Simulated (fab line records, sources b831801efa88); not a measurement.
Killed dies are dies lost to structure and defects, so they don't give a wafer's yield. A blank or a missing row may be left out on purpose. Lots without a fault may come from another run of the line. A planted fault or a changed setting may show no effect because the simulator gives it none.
fab line records | flow sky130 | part 2 of 2: steps 33 to 41 of 41
record lots=5 wafers=15 last_day=49
route steps=708 shown METAL3@555 VIA3@573
lots that met no fault: from a run of the same line without faults
start_h: hours from the record's first day to the start of the lot's first wafer shown | wait_h: hours since the lot's step before | " the same as in the row above | L1.1+2: a row that stands for several wafers | - no value, or no start given | * or withheld: withheld | < > ~ a bound
route shown NAME@n: a module of which the file shows steps, and the number in the route of the first | usual: mean/standard deviation of fault-free wafers | same: alike in all rows | chamber/n: place in a boat | sites: the reading at each site | _std_site: their standard deviation | _edge_site: outer sites' mean less inner sites' | radius_mm: how far each site lies from the wafer's centre | mask NAME#n: copy n | behind: the tool/chamber that last shaped the wafer | hold: why the lot was held/for how many hours/how that ended | device: the transistor (n, p or np) that didn't switch | end of line: the same wafers' tests at the end of the route | a step without rows: its recipe alone | killed: dies lost to structure and defects at the first sort, not the wafer's yield | map: a wafer's dies, x killed, . not, _ none there
set.NAME: the setting as run; set.NAME@STEP: as run at that earlier step | model.NAME: the simulator's own value behind a step, which no gauge read
lots at some steps of the route; a table a step, a row a wafer
services: from which hour (start_h, from the record's first day; less than 0 if before it) a tool's chamber was out of use, for how many hours, and why
## steps
# step SKY_VIA3_ETCH_14
# recipe chemistry=N2/H2 target=BARC ion_energy_ev=200 source_w=500 bias_w=100 pressure_mtorr=30 n2_flow_sccm=100 h2_flow_sccm=200 stop_on=SiO2 time_s=45.9 target_depth_a=600
# usual drypump_motor_current_A=5.6/0.5 oes_product_au=0.855/0.0048 throttle_valve_pct=13.226/0.0085
# columns lot.wafer tool chamber start_h wait_h drypump_motor_current_A oes_product_au rf_hours_counter_h throttle_valve_pct
L081.3 rie_diel-01 3 982.71 0.0 5.8 0.849 7 13.225
L081.5 " 3 " " 5.8 0.859 - 13.220
L081.6 " 0 " " 6.6 0.845 - 13.217
L084.3 rie_diel-01 2 1001.87 0.0 5.7 0.854 10 13.220
L084.4 " 0 " " 6.6 0.854 15 13.219
L084.5 " 2 " " 5.7 0.861 - 13.227
L086.1 rie_diel-03 0 1017.81 0.0 5.1 0.855 11 13.245
L086.3 " 1 " " 4.8 0.857 9 13.223
L086.6 " 0 " " 5.1 0.854 - 13.204
L092.1 rie_diel-03 1 1049.96 0.0 4.7 0.855 10 13.218
L092.2 " 0 " " 5.1 0.851 13 13.216
L092.4 " 3 " " 5.9 0.859 - 13.227
L094.2 rie_diel-01 0 1063.82 0.0 6.6 0.856 17 13.221
L094.4 " 1 " " 5.3 0.862 3 13.230
L094.5 " 3 " " 5.8 0.862 - 13.240
# step SKY_VIA3_ETCH_15
# recipe target=SiO2 chemistry=C4F8/O2/Ar target_depth_nm=507 stop_on=TiN mask_material=KrF-thick source_w=1500 bias_w=1200 pressure_mtorr=40 c4f8_flow_sccm=withheld O2_flow_sccm=6 Ar_flow_sccm=300 time_s=78
# usual oes_product_au=0.947/0.0045
# columns lot.wafer tool chamber start_h wait_h oes_product_au rf_hours_counter_h
L081.3 rie_diel-01 3 982.75 0.0 0.947 8
L081.5 " 3 " " 0.949 -
L081.6 " 0 " " 0.945 -
L084.3 rie_diel-01 2 1001.91 0.0 0.946 10
L084.4 " 0 " " 0.947 15
L084.5 " 2 " " 0.942 -
L086.1 rie_diel-03 0 1017.85 0.0 0.953 11
L086.3 " 1 " " 0.946 9
L086.6 " 0 " " 0.945 -
L092.1 rie_diel-03 1 1050.00 0.0 0.957 10
L092.2 " 0 " " 0.938 13
L092.4 " 3 " " 0.939 -
L094.2 rie_diel-01 0 1063.86 0.0 0.939 17
L094.4 " 1 " " 0.948 3
L094.5 " 3 " " 0.950 -
# step SKY_VIA3_STRIP_16
# recipe chemistry=O2/N2 power_w=1400 pressure_mtorr=1500 platen_temp_c=withheld o2_flow_sccm=3000 n2_flow_sccm=300 overash_fraction=0.5
# usual drypump_motor_current_A=5.4/0.49 oes_product_au=0.402/0.0046 strip_time_to_endpoint_s=4.134/0.022
# same overash_fraction=0.5
# columns lot.wafer tool chamber start_h wait_h drypump_motor_current_A oes_product_au rf_hours_counter_h strip_time_to_endpoint_s
L081.3 plasma_asher-04 1 982.85 0.1 5.0 0.402 - 4.116
L081.5 " 0 " " 5.6 0.400 - 4.128
L081.6 " 1 " " 4.9 0.404 - 4.104
L084.3 plasma_asher-04 0 1002.00 0.1 5.6 0.409 - 4.152
L084.4 " 1 " " 5.0 0.409 - 4.145
L084.5 " 1 " " 5.0 0.406 - 4.182
L086.1 plasma_asher-01 0 1017.91 0.0 5.2 0.404 58 4.145
L086.3 " 0 " " 5.2 0.403 - 4.175
L086.6 " 0 " " 5.2 0.404 - 4.165
L092.1 plasma_asher-04 0 1050.06 0.0 5.6 0.398 32 4.109
L092.2 " 1 " " 5.0 0.400 32 4.100
L092.4 " 0 " " 5.6 0.402 - 4.101
L094.2 plasma_asher-04 1 1063.92 0.0 4.9 0.399 34 4.117
L094.4 " 1 " " 5.0 0.402 - 4.135
L094.5 " 1 " " 5.0 0.403 - 4.162
# step SKY_VIA3_STRIP_17
# recipe chemistry=post_etch_residue_remover time_s=1200 temp_c=72.5
# columns lot.wafer tool chamber start_h wait_h
L081.3+5+6 wet_bench-04 1 982.91 0.0
L084.3+4+5 wet_bench-03 0 1002.07 0.0
L086.1+3+6 wet_bench-01 1 1018.01 0.1
L092.1+2+4 wet_bench-03 2 1050.16 0.1
L094.2+4+5 wet_bench-03 1 1064.02 0.1
# step SKY_VIA3_CLEAN_18
# recipe chemistry=IPA time_s=180 temp_c=25
# columns lot.wafer tool chamber start_h wait_h
L081.3+5+6 wet_bench-03 2 983.32 0.0
L084.3+4+5 wet_bench-04 1 1002.41 0.0
L086.1+3+6 wet_bench-04 0 1018.35 0.0
L092.1+2+4 wet_bench-01 2 1050.50 0.0
L094.2+4+5 wet_bench-04 3 1064.36 0.0
# step SKY_VIA3_CLEAN_19
# recipe chemistry=O3/DIW dry=n2_spin
# columns lot.wafer tool chamber start_h wait_h
L081.3+5+6 wet_bench-01 2 983.38 0.0
L084.3+4+5 wet_bench-01 2 1002.47 0.0
L086.1+3+6 wet_bench-01 0 1018.41 0.0
L092.1+2+4 wet_bench-04 0 1050.56 0.0
L094.2+4+5 wet_bench-01 0 1064.43 0.0
# step SKY_VIA3_SPUTTER_20
# recipe material=TiN target_thk_nm=20 chamber_pressure_pa=5 power_w=4000 time_s=80
# usual throttle_valve_pct=29.6/1
# columns lot.wafer tool chamber start_h wait_h throttle_valve_pct
L081.3 pvd_sputter-01 - 983.56 0.0 27.0
L081.5 " - " " 29.7
L081.6 " - " " 27.5
L084.3 pvd_sputter-04 - 1002.56 0.0 28.8
L084.4 " - " " 30.7
L084.5 " - " " 29.4
L086.1 pvd_sputter-01 - 1018.50 0.0 27.5
L086.3 " - " " 29.2
L086.6 " - " " 29.2
L092.1 pvd_sputter-01 - 1050.65 0.0 31.0
L092.2 " - " " 30.3
L092.4 " - " " 29.1
L094.2 pvd_sputter-04 - 1064.52 0.0 30.7
L094.4 " - " " 28.6
L094.5 " - " " 29.6
# step SKY_VIA3_CVD_21
# recipe material=W target_thk_nm=390 time_s=117.31 temp_c=400 pressure_torr=40
# usual chamber_pressure_Torr=40.02/0.098 heater_power_w=819/35 susceptor_temp_C=400.00/0.21
# columns lot.wafer tool chamber start_h wait_h chamber_pressure_Torr heater_power_w susceptor_temp_C
L081.3 cvd_w-01 1 983.66 0.1 40.06 776 399.87
L081.5 " 0 " " 39.96 813 400.04
L081.6 " 1 " " 40.08 775 399.88
L084.3 cvd_w-02 1 1002.67 0.1 39.88 807 400.14
L084.4 " 0 " " 39.93 845 400.42
L084.5 " 1 " " 40.03 781 400.05
L086.1 cvd_w-02 0 1018.57 0.0 40.00 870 399.82
L086.3 " 1 " " 39.95 774 399.84
L086.6 " 0 " " 40.07 848 400.03
L092.1 cvd_w-02 1 1050.72 0.0 39.85 797 400.43
L092.2 " 0 " " 40.12 856 400.29
L092.4 " 0 " " 39.78 857 399.96
L094.2 cvd_w-02 1 1064.58 0.0 40.11 801 400.10
L094.4 " 0 " " 40.07 880 400.25
L094.5 " 0 " " 39.86 818 399.88
# step SKY_VIA3_RS_MEAS_22
# recipe thk_meas_gauge=four-point-probe reads=W_of_VIA3_CVD_21+TiN_of_VIA3_SPUTTER_20
# usual VIA3_W_RS=0.2956/0.0028
# columns lot.wafer tool chamber start_h wait_h VIA3_W_RS[ohm/sq]
L081.3 film_metro-04 - 983.78 0.1 0.2941
L081.5 " - " " 0.2954
L081.6 " - " " 0.2982
L084.3 film_metro-03 - 1002.79 0.1 0.2904
L084.4 " - " " 0.2958
L084.5 " - " " 0.2962
L086.1 film_metro-04 - 1018.69 0.1 0.2920
L086.3 " - " " 0.2907
L086.6 " - " " 0.2886
L092.1 film_metro-02 - 1050.84 0.1 0.2952
L092.2 " - " " 0.2874
L092.4 " - " " 0.2899
L094.2 film_metro-03 - 1064.72 0.1 0.2954
L094.4 " - " " 0.2950
L094.5 " - " " 0.2977
## services
# columns tool chamber start_h hours kind
cmp-02 - 927.18 3.9 pm
rie_metal-01 0 945.95 56.8 repair
krf_scanner-01 - 946.70 1.7 repair
plasma_asher-04 - 950.83 1.7 repair
krf_scanner-01 - 968.56 1.3 pm
rie_diel-03 0 969.44 8.1 repair
krf_scanner-02 - 970.26 0.8 pm
rie_metal-03 1 976.72 4.6 repair
krf_scanner-02 - 977.24 6.4 repair
krf_scanner-02 - 985.12 1.0 pm
cmp-02 - 986.51 2.3 repair
rie_diel-01 1 986.80 9.4 repair
cvd_w-02 - 997.43 2.8 pm
rie_metal-03 - 999.00 1.4 pm
krf_scanner-01 - 999.47 0.8 pm
krf_scanner-02 - 1005.60 0.3 repair
rie_diel-01 1 1005.88 9.0 repair
rie_diel-03 3 1006.93 9.6 repair
krf_scanner-02 - 1020.44 1.6 repair
rie_diel-03 3 1030.42 2.0 repair
krf_scanner-01 - 1037.87 7.2 pm
krf_scanner-01 - 1045.07 4.4 pm
rie_diel-03 2 1049.75 64.1 repair
krf_scanner-01 - 1057.26 4.0 pm
